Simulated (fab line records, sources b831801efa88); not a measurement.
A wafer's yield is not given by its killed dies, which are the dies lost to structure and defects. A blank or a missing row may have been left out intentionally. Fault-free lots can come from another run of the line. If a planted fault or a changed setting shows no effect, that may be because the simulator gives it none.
fab line records -- flow gf180mcu
record: lots: 6, wafers: 18, lastDay: 34
route steps=602 shown STI@3 PASSIVATION@602
lots that met no fault: taken from a fault-free run of the same line
startH: hours from the record's first day to the start of the lot's first wafer shown -- waitH: hours from the lot's prior step to this one -- " repeats the value in the row above -- L1.1+2: one row covering several wafers at once -- - value missing, or start not given -- * or withheld: withheld -- < > ~ a bound
route shown NAME@n: names a module that has steps shown in the file, with the first one's number in the route -- usual: mean/standard deviation taken from wafers without a fault -- same: alike in all rows -- chamber/n: place in a boat -- sites: readings site by site -- _std_site: the standard deviation of these -- _edge_site: the outer-site mean with the inner-site mean subtracted -- radiusMm: how far each site lies from the wafer's centre -- mask NAME#n: copy n -- behind: tool/chamber where the wafer was last shaped -- hold: reason for holding the lot/hours on hold/outcome of the hold -- device: names the non-switching transistor (n, p or np) -- end of line: the same wafers' tests at the end of the route -- a step without rows: its recipe alone -- killed: dies that structure and defects cost at the first sort, which is not the same as the wafer's yield -- map: the dies of a wafer, with x for killed, . for not killed, _ for no die there
set.NAME: setting as actually run; set.NAME@STEP: the setting as run at that earlier step -- model.NAME: the simulator's own value behind a step, which no gauge read
lots at some steps of the route; a table a step, a row a wafer
services: from which hour (startH, from the record's first day; less than 0 if before it) a tool's chamber was out of use, for how many hours, and why
== steps ==
step: GF_STI_THK_MEAS_02
recipe: reads: SiO2_of_STI_OXIDATION_01
usual: STI_OXIDATION_THK: 9.95/0.18
lot.wafer,tool,chamber,startH,waitH,STI_OXIDATION_THK[nm]
L175.2,filmMetro-01,-,16.63,0.0,10.00
L175.4,filmMetro-01,-,16.63,0.0,9.95
L175.5,filmMetro-01,-,16.63,0.0,9.76
L179.4,filmMetro-02,-,37.50,0.0,9.80
L179.5,filmMetro-02,-,37.50,0.0,9.70
L179.6,filmMetro-02,-,37.50,0.0,9.73
L182.1,filmMetro-02,-,52.33,0.0,9.96
L182.4,filmMetro-02,-,52.33,0.0,9.82
L182.6,filmMetro-02,-,52.33,0.0,10.07
L189.2,filmMetro-02,-,87.03,0.0,9.97
L189.4,filmMetro-02,-,87.03,0.0,9.66
L189.5,filmMetro-02,-,87.03,0.0,9.77
L194.1,filmMetro-02,-,111.51,0.0,9.91
L194.2,filmMetro-02,-,111.51,0.0,9.96
L194.3,filmMetro-02,-,111.51,0.0,10.03
L196.1,filmMetro-02,-,122.20,0.0,9.90
L196.2,filmMetro-02,-,122.20,0.0,9.84
L196.3,filmMetro-02,-,122.20,0.0,9.77
step: GF_STI_CVD_03
recipe: material: Si3N4, precursor: DCS/NH3, targetThkNm: 207.16, tempC: 770, timeS: 3551, pressureMtorr: 250
step: GF_STI_THK_MEAS_04
recipe: reads: Si3N4_of_STI_CVD_03
usual: STI_CVD_03_THK: 208.6/1.8
lot.wafer,tool,chamber,startH,waitH,STI_CVD_03_THK[nm]
L175.2,filmMetro-01,-,18.68,0.0,210.0
L175.4,filmMetro-01,-,18.68,0.0,209.7
L175.5,filmMetro-01,-,18.68,0.0,210.9
L179.4,filmMetro-02,-,39.55,0.0,208.8
L179.5,filmMetro-02,-,39.55,0.0,208.1
L179.6,filmMetro-02,-,39.55,0.0,210.2
L182.1,filmMetro-01,-,54.38,0.0,207.0
L182.4,filmMetro-01,-,54.38,0.0,210.4
L182.6,filmMetro-01,-,54.38,0.0,208.9
L189.2,filmMetro-01,-,90.07,0.0,210.0
L189.4,filmMetro-01,-,90.07,0.0,209.5
L189.5,filmMetro-01,-,90.07,0.0,209.9
L194.1,filmMetro-01,-,113.56,0.0,211.3
L194.2,filmMetro-01,-,113.56,0.0,209.6
L194.3,filmMetro-01,-,113.56,0.0,209.3
L196.1,filmMetro-02,-,124.24,0.0,207.7
L196.2,filmMetro-02,-,124.24,0.0,208.7
L196.3,filmMetro-02,-,124.24,0.0,207.8
step: GF_STI_DEHYDRATE_05
recipe: tempC: 200, timeS: 60
step: GF_STI_HMDS_06
recipe: primeTimeS: 60, primeTempC: 120
step: GF_STI_COAT_07
recipe: resist: KrF, spinRpm: withheld, resistThkNm: 700
step: GF_STI_SOFTBAKE_08
recipe: tempC: 130, timeS: 60, resist: KrF
step: GF_STI_EXPOSE_09
recipe: maskId: COMP, targetCdNm: 220, na: 0.68, sourceShape: conventional, sigmaOuter: 0.6, doseMj: 28
step: GF_STI_PEB_10
recipe: pebTempC: 135, pebTimeS: 90, resist: KrF
step: GF_STI_DEVELOP_11
recipe: developTimeS: 60, devTempC: 21
step: GF_STI_CD_MEAS_12
recipe: targetCdNm: 220
usual: cdNm: 220.2/1.3
lot.wafer,tool,chamber,startH,waitH,cdNm
L175.2,cdSem-01,-,30.80,0.1,219.0
L175.4,cdSem-01,-,30.80,0.1,220.2
L175.5,cdSem-01,-,30.80,0.1,219.4
L179.4,cdSem-01,-,52.19,0.1,219.9
L179.5,cdSem-01,-,52.19,0.1,219.5
L179.6,cdSem-01,-,52.19,0.1,219.0
L182.1,cdSem-01,-,67.16,0.1,221.5
L182.4,cdSem-01,-,67.16,0.1,220.4
L182.6,cdSem-01,-,67.16,0.1,221.4
L189.2,cdSem-02,-,103.08,0.1,220.4
L189.4,cdSem-02,-,103.08,0.1,220.6
L189.5,cdSem-02,-,103.08,0.1,220.4
L194.1,cdSem-01,-,128.58,0.1,220.0
L194.2,cdSem-01,-,128.58,0.1,220.4
L194.3,cdSem-01,-,128.58,0.1,221.0
L196.1,cdSem-01,-,139.66,0.1,222.1
L196.2,cdSem-01,-,139.66,0.1,219.1
L196.3,cdSem-01,-,139.66,0.1,221.7
step: GF_STI_ETCH_13
recipe: chemistry: CHF3/O2, stopOn: Si, overEtchFrac: 0.3, targetDepthA: 2823.1, sourceW: 600, biasW: 200, pressureMtorr: 40, chf3FlowSccm: 50, O2_flow_sccm: 5, timeS: 112.9
usual: drypumpMotorCurrentA: 5.7/0.52, oesProductAu: 0.836/0.0055, runLengthS: 141.1/0.47, throttleValvePct: 8.811/0.0089
lot.wafer,tool,chamber,startH,waitH,drypumpMotorCurrentA,oesProductAu,rfHoursCounterH,runLengthS,throttleValvePct
L175.2,rieDiel-03,0,30.90,0.1,4.8,0.836,6,140.8,8.809
L175.4,rieDiel-03,2,30.90,0.1,5.6,0.837,178,140.4,8.802
L175.5,rieDiel-03,3,30.90,0.1,5.5,0.843,-,141.2,8.808
L179.4,rieDiel-03,1,52.29,0.1,5.5,0.839,-,140.2,8.821
L179.5,rieDiel-03,0,52.29,0.1,4.8,0.837,-,140.7,8.824
L179.6,rieDiel-03,3,52.29,0.1,5.4,0.837,-,141.3,8.812
L182.1,rieDiel-01,2,67.28,0.1,6.2,0.835,17,140.9,8.811
L182.4,rieDiel-01,1,67.28,0.1,5.8,0.834,49,141.3,8.813
L182.6,rieDiel-01,3,67.28,0.1,6.5,0.843,-,141.4,8.822
L189.2,rieDiel-04,1,103.18,0.1,5.1,0.831,162,140.8,8.818
L189.4,rieDiel-04,2,103.18,0.1,6.1,0.834,44,140.9,8.813
L189.5,rieDiel-04,1,103.18,0.1,5.0,0.842,-,141.3,8.819
L194.1,rieDiel-04,3,128.70,0.1,5.1,0.844,30,141.7,8.810
L194.2,rieDiel-04,2,128.70,0.1,6.1,0.830,44,140.5,8.795
L194.3,rieDiel-04,0,128.70,0.1,6.2,0.836,113,141.0,8.815
L196.1,rieDiel-04,0,139.78,0.1,6.2,0.829,114,141.2,8.800
L196.2,rieDiel-04,3,139.78,0.1,5.1,0.834,30,141.9,8.813
L196.3,rieDiel-04,2,139.78,0.1,6.1,0.836,45,140.8,8.819
step: GF_STI_ETCH_14
recipe: target: Si, chemistry: HBr/Cl2/O2, targetDepthNm: 360, icpW: 600, biasW: 150, pressureMtorr: 15, HBr_flow_sccm: 150, Cl2_flow_sccm: 40, O2_flow_sccm: 6, timeS: 102.9
usual: drypumpMotorCurrentA: 5.8/0.6, oesProductAu: 0.999/0.0078, runLengthS: 131.1/0.52, throttleValvePct: 25.658/0.0098
lot.wafer,tool,chamber,startH,waitH,drypumpMotorCurrentA,oesProductAu,rfHoursCounterH,runLengthS,throttleValvePct,model.STI.featureDepthNm,model.etch.depthNm,model.KrF_of_STI_COAT_07.thkNm
L175.2,rieSi-01,1,30.98,0.0,5.6,0.999,1,131.7,25.665,363.4,363.4,319.9
L175.4,rieSi-01,3,30.98,0.0,4.7,1.025,1,131.2,25.648,367.6,367.6,318.2
L175.5,rieSi-01,2,30.98,0.0,5.8,1.011,-,131.5,25.648,365.4,365.4,317.7
L179.4,rieSi-02,2,52.33,0.0,6.4,0.985,35,85.0,25.675,195.9,195.9,369.1
L179.5,rieSi-02,3,52.33,0.0,6.7,0.999,-,131.3,25.647,358.3,358.3,324.3
L179.6,rieSi-02,0,52.33,0.0,5.8,0.995,-,130.8,25.659,354.6,354.6,320.4
L182.1,rieSi-02,1,67.36,0.0,5.7,1.004,78,131.2,25.667,360.3,360.3,319.8
L182.4,rieSi-02,2,67.36,0.0,6.4,0.988,35,84.9,25.663,198.2,198.2,371.8
L182.6,rieSi-02,2,67.36,0.0,6.4,0.996,-,85.1,25.670,199.6,199.6,376.3
L189.2,rieSi-01,1,103.26,0.0,5.6,0.999,2,132.1,25.666,358.5,358.5,321.9
L189.4,rieSi-01,2,103.26,0.0,5.8,0.998,38,131.3,25.658,360.5,360.5,318.9
L189.5,rieSi-01,0,103.26,0.0,5.3,0.991,-,130.8,25.646,359.9,359.9,320.7
L194.1,rieSi-01,3,128.78,0.0,4.7,1.001,2,130.9,25.670,362.9,362.9,313.1
L194.2,rieSi-01,1,128.78,0.0,5.6,1.002,2,131.6,25.658,358.3,358.3,314.3
L194.3,rieSi-01,2,128.78,0.0,5.7,0.997,38,131.6,25.655,361.7,361.7,321.3
L196.1,rieSi-02,0,139.86,0.0,5.8,1.013,6,130.5,25.660,361.9,361.9,324.7
L196.2,rieSi-02,2,139.86,0.0,6.4,1.008,35,130.5,25.649,363.6,363.6,319
L196.3,rieSi-02,1,139.86,0.0,5.7,1.014,78,131.4,25.666,364.2,364.2,321.2
step: GF_STI_STRIP_15
recipe: chemistry: O2/N2, powerW: 1400, pressureMtorr: 1500, platenTempC: 250, o2FlowSccm: 3000, n2FlowSccm: 300, overashFraction: 0.5
usual: drypumpMotorCurrentA: 5.57/0.3, heaterPowerW: 323/38, o2FlowSccm: 3000/9.5, oesProductAu: 0.383/0.0052, platenTempC: 250.01/0.16, stripTimeToEndpointS: 3.72/0.037
lot.wafer,tool,chamber,startH,waitH,drypumpMotorCurrentA,heaterPowerW,o2FlowSccm,oesProductAu,platenTempC,rfHoursCounterH,stripTimeToEndpointS
L175.2,plasmaAsher-04,1,31.05,0.0,5.26,289,2991,0.386,250.21,25,3.71
L175.4,plasmaAsher-04,0,31.05,0.0,5.62,326,2989,0.380,249.78,-,3.71
L175.5,plasmaAsher-04,1,31.05,0.0,5.26,290,2989,0.382,250.03,-,3.69
L179.4,plasmaAsher-01,0,52.44,0.1,5.32,291,2987,0.400,249.97,-,4.24
L179.5,plasmaAsher-01,0,52.44,0.1,5.32,284,2992,0.387,250.00,-,3.78
L179.6,plasmaAsher-01,1,52.44,0.1,6.02,383,2998,0.383,250.05,-,3.74
L182.1,plasmaAsher-04,0,67.43,0.0,5.64,329,2999,0.369,249.92,28,3.73
L182.4,plasmaAsher-04,1,67.43,0.0,5.23,291,3005,0.412,249.84,-,4.26
L182.6,plasmaAsher-04,1,67.43,0.0,5.24,289,3012,0.415,250.05,-,4.31
L189.2,plasmaAsher-04,0,103.33,0.0,5.66,321,3000,0.386,250.02,32,3.76
L189.4,plasmaAsher-04,0,103.33,0.0,5.64,330,2996,0.387,249.83,-,3.71
L189.5,plasmaAsher-04,0,103.33,0.0,5.67,323,3007,0.386,250.00,-,3.74
L194.1,plasmaAsher-01,1,128.85,0.0,6.09,374,2997,0.383,250.19,49,3.66
L194.2,plasmaAsher-01,0,128.85,0.0,5.29,284,2999,0.377,249.92,49,3.67
L194.3,plasmaAsher-01,1,128.85,0.0,6.06,388,3002,0.382,249.86,-,3.74
L196.1,plasmaAsher-04,1,139.93,0.0,5.18,293,2993,0.381,249.92,37,3.79
L196.2,plasmaAsher-04,0,139.93,0.0,5.62,320,2985,0.382,250.15,37,3.72
L196.3,plasmaAsher-04,0,139.93,0.0,5.67,327,2988,0.373,250.00,-,3.74
step: GF_STI_CLEAN_16
recipe: chemistry: dHF, timeS: 25, dilution: 100:1
step: GF_PASSIVATION_PROBE_99
lot.wafer,tool,chamber,startH,waitH,model.etest.ldpmos_10p0.rOnOhmUm,model.etest.pwellInDnwell.lineOhmUm,model.etest.ldnmos_10p0.rOnOhmUm,model.etest.pwellInDnwell.rsOhmSq,model.etest.pDrift.rsOhmSq,model.etest.nDrift.rsOhmSq,model.etest.nwell.lineOhmUm,model.etest.nwell.rsOhmSq
L175.2,prober-02,-,681.59,0.1,1.116e+04,3994,3723,2365,2465,1269,1172,1022
L175.4,prober-02,-,681.69,0.2,1.111e+04,4076,3747,2396,2480,1286,1217,1025
L175.5,prober-02,-,681.74,0.2,1.115e+04,3993,3756,2374,2463,1273,1182,1022
L179.4,prober-02,-,709.89,0.2,1.012e+04,2974,3096,1813,1878,831.8,871.6,767.5
L179.5,prober-02,-,709.94,0.2,1.118e+04,4017,3777,2401,2467,1145,1126,984.6
L179.6,prober-02,-,709.99,0.2,1.119e+04,4024,3739,2391,2475,1141,1126,982.4
L182.1,prober-01,-,733.24,0.1,1.106e+04,3868,3710,2361,2499,1202,1212,1040
L182.4,prober-01,-,733.39,0.2,9997,2853,3064,1743,1867,836.2,921.8,782.9
L182.6,prober-01,-,733.49,0.2,9972,2848,3085,1750,1883,839.3,923.5,778.3
L189.2,prober-02,-,778.89,0.1,1.111e+04,4152,3754,2499,2352,1209,1154,995.9
L189.4,prober-02,-,778.99,0.2,1.129e+04,4199,3777,2539,2362,1221,1177,1006
L189.5,prober-02,-,779.04,0.2,1.118e+04,4159,3778,2540,2364,1214,1161,997.8
L194.1,prober-01,-,801.69,0.1,1.116e+04,4142,3748,2526,2628,1223,1173,1017
L194.2,prober-01,-,801.74,0.1,1.132e+04,4095,3725,2465,2539,1184,1161,985.9
L194.3,prober-01,-,801.79,0.2,1.123e+04,4117,3759,2469,2548,1204,1159,998.9
L196.1,prober-02,-,811.59,0.1,1.115e+04,4114,3781,2460,2487,1148,1162,995
L196.2,prober-02,-,811.64,0.1,1.115e+04,4104,3791,2450,2495,1155,1152,1001
L196.3,prober-02,-,811.69,0.2,1.113e+04,4155,3771,2502,2522,1161,1154,999.7
killed by level:class
L175.2 V1:geometricParticle:open=6 STI:geometricParticle:open=4 CONTACT:geometricParticle:open=4 V4:geometricParticle:short=4 M2:geometricParticle:short=3 V5:geometricParticle:open=3 CONTACT:geometricParticle:short=2 M1:geometricParticle:short=2
L175.4 V2:geometricParticle:open=8 V1:geometricParticle:open=5 V3:geometricParticle:open=4 V5:geometricParticle:open=4 V1:geometricParticle:short=3 V2:geometricParticle:short=3 V4:geometricParticle:open=3 V3:geometricParticle:short=2
L175.5 V1:geometricParticle:open=5 V2:geometricParticle:open=5 CONTACT:geometricParticle:open=4 SAB:geometricParticle:open=3 M1:geometricParticle:short=3 M2:geometricParticle:short=3 V2:geometricParticle:short=3 V3:geometricParticle:open=3
L189.2 V2:geometricParticle:open=7 V5:geometricParticle:short=6 V4:geometricParticle:open=5 V3:geometricParticle:open=4 STI:geometricParticle:open=3 M4:geometricParticle:short=3 POLY_GATE:geometricParticle:short=2 CONTACT:geometricParticle:short=2
L189.4 V5:geometricParticle:open=5 V1:geometricParticle:open=4 V2:geometricParticle:open=4 CONTACT:geometricParticle:open=3 M1:geometricParticle:open=3 V3:geometricParticle:open=3 M4:geometricParticle:short=3 STI:geometricParticle:open=2
L189.5 V5:geometricParticle:open=6 V1:geometricParticle:open=5 V4:geometricParticle:open=5 V1:geometricParticle:short=4 V2:geometricParticle:open=4 STI:geometricParticle:open=3 M1:geometricParticle:short=3 CONTACT:geometricParticle:open=3
L194.1 V5:geometricParticle:open=6 CONTACT:geometricParticle:open=4 V3:geometricParticle:short=4 V3:geometricParticle:open=4 V2:geometricParticle:short=3 V4:geometricParticle:open=3 M5:geometricParticle:short=3 STI:geometricParticle:open=2
L194.2 CONTACT:geometricParticle:short=6 V3:geometricParticle:open=6 V1:geometricParticle:open=4 V2:geometricParticle:open=4 V4:geometricParticle:open=4 V5:geometricParticle:open=4 M2:geometricParticle:short=3 M3:geometricParticle:short=3
L194.3 V3:geometricParticle:open=8 M5:geometricParticle:short=7 V4:geometricParticle:open=6 CONTACT:geometricParticle:short=4 CONTACT:geometricParticle:open=4 V1:geometricParticle:open=4 V2:geometricParticle:short=3 V2:geometricParticle:open=3
L196.1 V1:geometricParticle:open=10 V4:geometricParticle:open=7 CONTACT:geometricParticle:open=4 M1:geometricParticle:short=3 M4:geometricParticle:short=3 M5:geometricParticle:short=3 STI:geometricParticle:short=2 M1:geometricParticle:open=2
L196.2 V3:geometricParticle:open=6 V1:geometricParticle:open=4 V4:geometricParticle:short=4 V4:geometricParticle:open=4 STI:geometricParticle:open=3 STI:geometricParticle:short=3 CONTACT:geometricParticle:open=3 M1:geometricParticle:short=3
L196.3 V4:geometricParticle:open=8 V2:geometricParticle:short=4 V5:geometricParticle:open=4 CONTACT:geometricParticle:open=3 V1:geometricParticle:short=3 V1:geometricParticle:open=3 V4:geometricParticle:short=3 M5:geometricParticle:short=3
== services ==
tool,chamber,startH,hours,kind
rieSi-02,0,30.27,3.1,repair
rieDiel-03,2,36.95,3.8,repair
rieDiel-03,3,37.97,3.2,repair
rieDiel-03,2,41.17,-,clean
rieDiel-03,2,41.17,24.7,scheduledDown
rieDiel-03,2,41.17,24.7,ventCycle
plasmaAsher-04,-,57.46,5.6,repair
rieDiel-04,-,59.05,4.3,pm
rieDiel-01,1,68.63,5.6,repair
rieSi-02,1,79.93,5.8,repair
rieDiel-04,-,84.31,14.6,pm
rieDiel-01,2,90.72,3.9,repair
rieDiel-03,0,108.19,7.7,repair
rieSi-01,1,108.30,2.9,repair
rieDiel-04,-,109.41,0.5,repair
rieDiel-01,3,109.62,2.4,repair
rieDiel-01,3,115.03,2.6,repair
rieDiel-04,1,122.34,-,clean
rieDiel-04,1,122.34,26.3,scheduledDown
rieDiel-04,1,122.34,26.3,ventCycle
== key ==
firstSign: step: GF_STI_ETCH_14, reading: runLengthS, direction: down, sigmas: 89, usual: *, struck: *
effect: step: GF_STI_STRIP_15, reading: stripTimeToEndpointS, direction: up, sigmas: 15, usual: *, struck: *
modelEffect: step: GF_STI_ETCH_14, value: STI.featureDepthNm, without: 355.4, struck: 197.9
modelEffect: step: GF_PASSIVATION_PROBE_99, value: etest.ldpmos_10p0.rOnOhmUm, without: 1.108e+04, struck: 1.003e+04
metAt GF_STI_ETCH_14
struckWafers L179.4,L182.4,L182.6
sortLeftOut L179.4,L182.4,L182.6
testerLeftOut L179,L182
fault: kind: processParameterDrift, tool: rieSi-02, chamber: 2, onsetH: 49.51, steps: GF_STI_ETCH_14, channel: timeS, offset: *, shape: step, endH: 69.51, actsIn: *, stated: *
testerLeftOut: of these lots the tester's yield and bins aren't shown, on N5 and GAA mostly nor the transistor test; their killed dies are dies lost to structure and defects alone, not to doping, threshold or leakage, so they don't give the yield
sortLeftOut: the simulated sort isn't trusted on such a fault, so these wafers' sort isn't shown, and their yield isn't known
